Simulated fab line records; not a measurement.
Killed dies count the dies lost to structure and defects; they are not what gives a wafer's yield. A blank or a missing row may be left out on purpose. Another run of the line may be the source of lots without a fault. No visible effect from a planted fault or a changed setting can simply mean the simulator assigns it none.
2 desks, one fault || flow sky130 || what lay behind the numbers comes last; until then each desk has only its own

## AT THE TOOL OWNER'S DESK: plasma asher-03
The tool's own readings at SKY_CAP2M_STRIP_14 (strips in O2/N2): means of the sampled wafers that have a number, for each lot that ran on this tool. Any lot whose mean is over 4 standard deviations away from the usual mean is out of limits and marked OUT; that distance is given in the brackets.
Columns: A = drypump motor current A at SKY_CAP2M_STRIP_14, usual 5.3 A; B = o2 flow sccm at SKY_CAP2M_STRIP_14, usual 3000 sccm; C = oes product au at SKY_CAP2M_STRIP_14, usual 0.709 a.u.; D = strip time to endpoint s at SKY_CAP2M_STRIP_14, usual 12.65 s
{"lot": "L308", "first seen here": "day 41 04:06", "A": 4.8, "B": 2999, "C": 0.711, "D": 12.62}
{"lot": "L309", "first seen here": "day 41 06:11", "A": 5.2, "B": 3000, "C": 0.707, "D": 12.63}
{"lot": "L310", "first seen here": "day 41 15:35", "A": 5.0, "B": 3003, "C": 0.708, "D": 12.67}
{"lot": "L312", "first seen here": "day 42 06:05", "A": 5.0, "B": "3194 (+22) OUT", "C": 0.712, "D": 12.62}
{"lot": "L313", "first seen here": "day 42 12:54", "A": 5.2, "B": "3403 (+46) OUT", "C": 0.711, "D": 12.58}
{"lot": "L314", "first seen here": "day 42 18:32", "A": 5.0, "B": "3204 (+23) OUT", "C": 0.709, "D": 12.60}
{"lot": "L322", "first seen here": "day 45 04:11", "A": 5.1, "B": 3001, "C": 0.711, "D": 12.66}
{"lot": "L330", "first seen here": "day 47 01:23", "A": 5.2, "B": 2999, "C": 0.712, "D": 12.68}
Finding of this desk: L312, L313, L314 out of limits; the first was L312 at day 42 06:05, on o2 flow sccm at SKY_CAP2M_STRIP_14. Within limits: L308, L309, L310, L322, L330.

## FROM THE METROLOGY DESK
Lot by lot, what the gauges showed, no matter which tool ran the lot: averages of those sampled wafers that carry a number. Any lot whose mean is over 4 standard deviations away from the usual mean is out of limits and marked OUT; that distance is given in the brackets.
Columns: A = VIA3_HDPCVD_THK at SKY_VIA3_THK_MEAS_01, usual 1631 nm; B = METAL4_OVL at SKY_METAL4_OVL_MEAS_14, usual 1 nm
{"lot": "L307", "first seen here": "day 38 15:58", "A": 1620, "B": -5}
{"lot": "L308", "first seen here": "day 38 22:58", "A": 1619, "B": 0}
{"lot": "L309", "first seen here": "day 39 02:14", "A": 1643, "B": 6}
{"lot": "L310", "first seen here": "day 39 13:30", "A": 1634, "B": 3}
{"lot": "L312", "first seen here": "day 40 03:40", "A": 1631, "B": 1}
{"lot": "L313", "first seen here": "day 40 10:49", "A": 1636, "B": -2}
{"lot": "L314", "first seen here": "day 40 18:16", "A": 1620, "B": 4}
{"lot": "L318", "first seen here": "day 42 07:37", "A": 1617, "B": 6}
{"lot": "L322", "first seen here": "day 43 05:56", "A": 1621, "B": 0}
{"lot": "L323", "first seen here": "day 43 15:40", "A": 1638, "B": 6}
{"lot": "L324", "first seen here": "day 43 16:28", "A": 1638, "B": -5}
{"lot": "L325", "first seen here": "day 43 21:39", "A": 1637, "B": 2}
{"lot": "L327", "first seen here": "day 44 12:01", "A": 1653, "B": 1}
{"lot": "L330", "first seen here": "day 45 05:32", "A": 1648, "B": 3}
{"lot": "L329", "first seen here": "day 45 09:18", "A": 1634, "B": 2}
This desk found nothing out of limits on any of the 15 lots.

## PUT TOGETHER
On L312, L313, L314, at day 42 06:05, an alarm was possible from the tool owner's desk.
Nothing out of limits was seen by the metrology desk.
The metrology desk has L312, L313, L314 on record, within its limits.
SKY_CAP2M_STRIP_14 was run on plasma asher-03 by each of the lots named.

## WHAT THE SIMULATOR HAD INSERTED
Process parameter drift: plasma asher-03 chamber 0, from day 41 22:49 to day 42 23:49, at SKY_CAP2M_STRIP_14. Setting o2 flow sccm, moved by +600, from 3000. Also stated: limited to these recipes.
Lots struck among those shown: L312, L313, L314.
Each desk's first reading out of limits, in hours after the fault started: the tool owner's desk, 7.
